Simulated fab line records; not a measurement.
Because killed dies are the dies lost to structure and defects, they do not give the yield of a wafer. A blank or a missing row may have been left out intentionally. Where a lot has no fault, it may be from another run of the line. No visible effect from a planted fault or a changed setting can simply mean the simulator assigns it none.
The same fault as seen by 2 desks ; flow sky130 ; only its own numbers are on each desk; what lay behind them is given at the end

== THE METROLOGY DESK ==
What the gauges read for every lot (on any tool): the sampled wafers with a number, averaged. Marked OUT: a lot whose mean sits more than 4 standard deviations from the usual mean, which makes it out of limits; the brackets give that distance.
Columns: A = PWDE_TW at SKY_PWDE_TW_MEAS_10, usual 374.8; B = PWDE_RS at SKY_NWELL_RS_MEAS_31, usual 5278 ohm/sq; C = VIA2_BOW at SKY_VIA2_BOW_MEAS_03, usual 86 um
lot;first seen here;A;B;C
L352;day 4 12:40;377.9;5279;87
L354;day 4 13:34;377.2;5258;85
L353;day 4 13:37;373.9;5264;86
L356;day 4 23:18;374.4;5256;90
L357;day 5 03:28;373.5;5269;78
L358;day 5 08:44;375.7;5266;89
L360;day 5 19:49;370.9;5292;91
L361;day 5 22:25;406.0 (+11) OUT;4301 (-57) OUT;84
L363;day 6 09:47;405.3 (+11) OUT;4306 (-57) OUT;87
L368;day 7 17:02;377.8;5283;89
L373;day 8 17:17;377.8;5282;83
L375;day 9 13:15;370.4;5295;91
This desk's finding: out of limits on L361, L363; first on L361, day 5 22:25 (PWDE_TW at SKY_PWDE_TW_MEAS_10). In limits: L352, L354, L353, L356, L357, L358, L360, L368, L373, L375.

== THE TOOL OWNER'S DESK: implanter-01 ==
The tool's own readings at SKY_PWDE_IMPLANT_08: means of the sampled wafers that have a number, for each lot that ran on this tool. Marked OUT: a lot whose mean sits more than 4 standard deviations from the usual mean, which makes it out of limits; the brackets give that distance.
Columns: A = beam-on-s at SKY_PWDE_IMPLANT_08, usual 10.01 s; B = end-station-pressure-torr at SKY_PWDE_IMPLANT_08, usual 5.01e-06 Torr; C = faraday-current-uA at SKY_PWDE_IMPLANT_08, usual 20.3
lot;first seen here;A;B;C
L352;day 4 12:26;9.83;5.46e-06;20.6
L354;day 4 13:22;10.02;4.96e-06;20.3
L358;day 5 08:31;9.90;5.00e-06;20.5
L360;day 5 19:34;10.11;5.22e-06;20.1
L361;day 5 22:13;12.71 (+13) OUT;5.22e-06;16.0 (-11) OUT
L363;day 6 09:26;13.13 (+15) OUT;5.03e-06;15.5 (-12) OUT
L375;day 9 13:00;10.09;4.95e-06;20.1
Finding of this desk: L361, L363 out of limits; the first was L361 at day 5 22:13, on beam-on-s at SKY_PWDE_IMPLANT_08. In limits: L352, L354, L358, L360, L375.

== BROUGHT TOGETHER ==
An alarm could have come from the tool owner's desk at day 5 22:13, on L361, L363.
Metrology desk: alarm possible at day 5 22:25 on L361, L363.
SKY_PWDE_IMPLANT_08 was run on implanter-01 by each of the lots named.

== WHAT THE SIMULATOR HAD INSERTED ==
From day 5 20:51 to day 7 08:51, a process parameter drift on implanter-01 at SKY_PWDE_IMPLANT_08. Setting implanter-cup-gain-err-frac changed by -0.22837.
Lots struck among those shown: L361, L363.
Delay (hours) between the fault's onset and each desk's first out-of-limits reading: 1 at the tool owner's desk, 2 at the metrology desk.
